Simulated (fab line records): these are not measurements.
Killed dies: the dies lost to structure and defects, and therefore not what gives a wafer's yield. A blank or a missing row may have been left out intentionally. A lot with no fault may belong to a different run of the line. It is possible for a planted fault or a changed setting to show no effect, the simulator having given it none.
Problem report in the 8D (eight disciplines) form, filled by code ; flow sky130 ; the parts of the form that need people (team, actions taken, sign-off) are left out

## 1. THE PROBLEM
Wafers without a fault read 56.59 W, standard deviation 0.04; heaterPowerTotalW at SKY_LDD_HVN_SOFTBAKE_03 reads a mean of 58.10 W on 4 wafers belonging to 3 lots. Relative to the usual mean, that is a shift of +38 standard deviations.
The step: time 60 s.
Seen first at day 21 10:08 on lithoTrack-04, wafer L865.3. Wafers with a number at this step in the record: 42, from 15 lots. By rule, "out" or "out of limits" means more than 4 standard deviations away from the usual mean. All remaining wafers that have a number are taken as sound.

## 2. WHAT IT IS AND WHAT IT IS NOT
question;is;is not
which readings at this step;heaterPowerTotalW, runLengthS;-
which lots;L865, L866, L867;L861, L862, L863, L874, L875, L878, L879, L880, L881, L882, L883, L884
which wafers of those lots;L865.3, L865.5, L866.5, L867.5;L866.4, L867.4
read on which tools;lithoTrack-04;lithoTrack-02, lithoTrack-03
when;from day 21 10:08;"up to then (9 sound wafers); but 29 sound wafers of L866, L867, L874, L875, L878, L879, L880, L881, L882, L883, L884 came after"

## 3. THE SUSPECTS, EACH WITH WHAT RULES IT OUT
Counting: if a tool at a process step up to the reading ran every lot that is out, it stays a suspect. Sound lots after the first of them don't rule it out here, since some wafers of a struck lot are sound.
- lithoTrack-04 at SKY_LDD_HVN_SOFTBAKE_03 (time 60 s): kept. Every lot that is out went through it, the first being L865 (day 21 10:08); the last sound lot it ran before that was L863 (day 21 03:08). Its own readings are out on those wafers: heaterPowerTotalW, runLengthS.
After counting, what remains is lithoTrack-04 at SKY_LDD_HVN_SOFTBAKE_03.

## 4. THE CAUSE (what the simulator had put in)
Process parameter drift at SKY_LDD_HVN_SOFTBAKE_03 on lithoTrack-04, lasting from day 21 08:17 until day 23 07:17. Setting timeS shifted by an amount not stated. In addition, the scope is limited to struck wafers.
The count eliminated every tool but this one.

## 5. THE CHAIN OF EFFECTS, in route order
Each row: a reading whose mean over the struck wafers that have a number lies more than 3 standard deviations from the usual. Readings are gone through only where the record gives a usual standard deviation; hours: the median, over the lots, of the time from a lot's start at the first step in this table giving one to that lot's start at this step; sigmas: the change measured in usual standard deviations.
hours;step;reading;usual;on struck wafers;change;sigmas
0;SKY_LDD_HVN_SOFTBAKE_03;heaterPowerTotalW;56.59 W;58.10;+1.51;+38
0;SKY_LDD_HVN_SOFTBAKE_03;runLengthS;89.2 s;84.7;-4.5;-13
Process steps it contains:
- SKY_LDD_HVN_SOFTBAKE_03: time 60 s.
Later measuring or inspecting steps at which every struck wafer that the step has a row for has a number for every such reading, and none has moved that far: SKY_LDD_HVN_OVL_MEAS_07.

## 6. WHAT WOULD HAVE CAUGHT IT SOONER
In this record no reading fell out of limits until day 21 10:08, 2 hours after the fault had begun at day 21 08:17.
